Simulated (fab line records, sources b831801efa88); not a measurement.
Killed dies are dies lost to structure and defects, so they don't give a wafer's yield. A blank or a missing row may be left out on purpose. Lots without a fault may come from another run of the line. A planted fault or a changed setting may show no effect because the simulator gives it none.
Chamber matching | flow gf180mcu | GF_POLY_GATE_ETCH_13 on rie_si-01: 3 sister chambers
The step etches poly-Si in HBr/Cl2, stops on SiO2, target depth 198.5 nm, time 69.6 s. 6 wafers are shown with their chamber, then 5 later ones without.

WAFERS WITH THEIR CHAMBER
wafer  | chamber | drypump_motor_current_A (A) | throttle_valve_pct (%)
L527.6 | 0       | 4.8                         | 33.704
L529.1 | 1       | 6.7                         | 33.684
L529.4 | 0       | 4.8                         | 33.696
L542.3 | 1       | 6.7                         | 33.694
L542.6 | 3       | 6.2                         | 33.670
L546.1 | 3       | 6.3                         | 33.688

WAFERS WITHOUT THEIR CHAMBER
wafer  | drypump_motor_current_A (A) | throttle_valve_pct (%)
L546.2 | 4.8                         | 33.694
L546.5 | 6.2                         | 33.681
L547.5 | 6.7                         | 33.686
L548.2 | 4.8                         | 33.670
L548.3 | 6.7                         | 33.683

WHICH CHAMBER EACH WENT THROUGH
wafer  | from the rows above | in truth
L546.2 | 0                   | 0
L546.5 | 3                   | 3
L547.5 | 1                   | 1
L548.2 | 0                   | 0
L548.3 | 1                   | 1
Placed correctly: 5 of 5. Can't be placed from these rows: 0. Placed wrongly: 0.
How it was worked out, from the rows above alone: a wafer's distance from a chamber is the root of the sum, over the readings, of the square of ((its reading less the chamber's mean) divided by the reading's scatter). The wafer belongs to the nearest chamber; if the next one is less than 2 further off, it can't be placed. A chamber's mean is the mean of its shown wafers. The scatter: the root of (the sum of the squares of (reading less its chamber's mean) over the shown wafers, divided by (wafers less chambers)).
